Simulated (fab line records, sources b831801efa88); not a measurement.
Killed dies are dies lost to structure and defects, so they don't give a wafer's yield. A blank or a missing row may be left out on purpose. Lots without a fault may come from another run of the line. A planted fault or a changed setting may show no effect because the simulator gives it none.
Problem report in the 8D (eight disciplines) form, filled by code | flow gf180mcu | the parts of the form that need people (team, actions taken, sign-off) are left out

1. THE PROBLEM
beam_energy_keV at GF_DNWELL_IMPLANT_07 reads a mean of 1358.9 on 9 wafers of 3 lots; wafers without a fault read 1499.9 with a standard deviation of 0.44. That is -99 or more standard deviations from the usual mean.
First seen on wafer L226.3, day 4 17:05, on implanter-02. The record holds 39 wafers of 13 lots with a number at this step. Rule for "out", or "out of limits": more than 4 standard deviations from the usual mean. The other wafers with a number count as sound.

2. WHAT IT IS AND WHAT IT IS NOT
question                    | is                     | is not
which readings at this step | beam_energy_keV        | -
which lots                  | L226, L228, L230       | L217, L219, L220, L221, L225, L229, L231, L234, L237, L240
which wafers of those lots  | all that have a number | -
read on which tools         | implanter-02           | implanter-01, implanter-04
when                        | from day 4 17:05       | up to then (15 sound wafers); but 15 sound wafers of L229, L231, L234, L237, L240 came after

3. SUSPECTS, AND WHAT RULES EACH OUT
Counting: a tool at a process step up to the reading stays a suspect if it ran every lot that is out and no sound lot after the first of them.
- implanter-02 at GF_DNWELL_IMPLANT_07: kept. It ran every lot that is out, first L226 (day 4 17:05), and no sound lot after that; its last sound lot up to then is L225 (day 4 14:01). Its own readings are out on those wafers: beam_energy_keV.
Left after counting: implanter-02 at GF_DNWELL_IMPLANT_07.

4. THE CAUSE (what the simulator had put in)
Process parameter drift: implanter-02, from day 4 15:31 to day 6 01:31, at GF_DNWELL_IMPLANT_07. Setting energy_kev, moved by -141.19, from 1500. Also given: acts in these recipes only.
Counting left only this tool.

5. THE CHAIN OF EFFECTS, in route order
Each row: a reading whose mean over the struck wafers that have a number lies more than 3 standard deviations from the usual. Only readings for which the record gives a usual standard deviation are gone through. hours: the time from each lot's start at the first step in this table that gives one to its start at this step, as a median over the lots. sigmas: the change in usual standard deviations.
hours | step                 | reading         | usual  | on struck wafers | change | sigmas
0     | GF_DNWELL_IMPLANT_07 | beam_energy_keV | 1499.9 | 1358.9           | -141.0 | -99 or more
The process steps in it:
- GF_DNWELL_IMPLANT_07

6. WHAT WOULD HAVE CAUGHT IT SOONER
In this record the first reading out of limits was taken at day 4 17:05, 2 hours after the fault began at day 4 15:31.
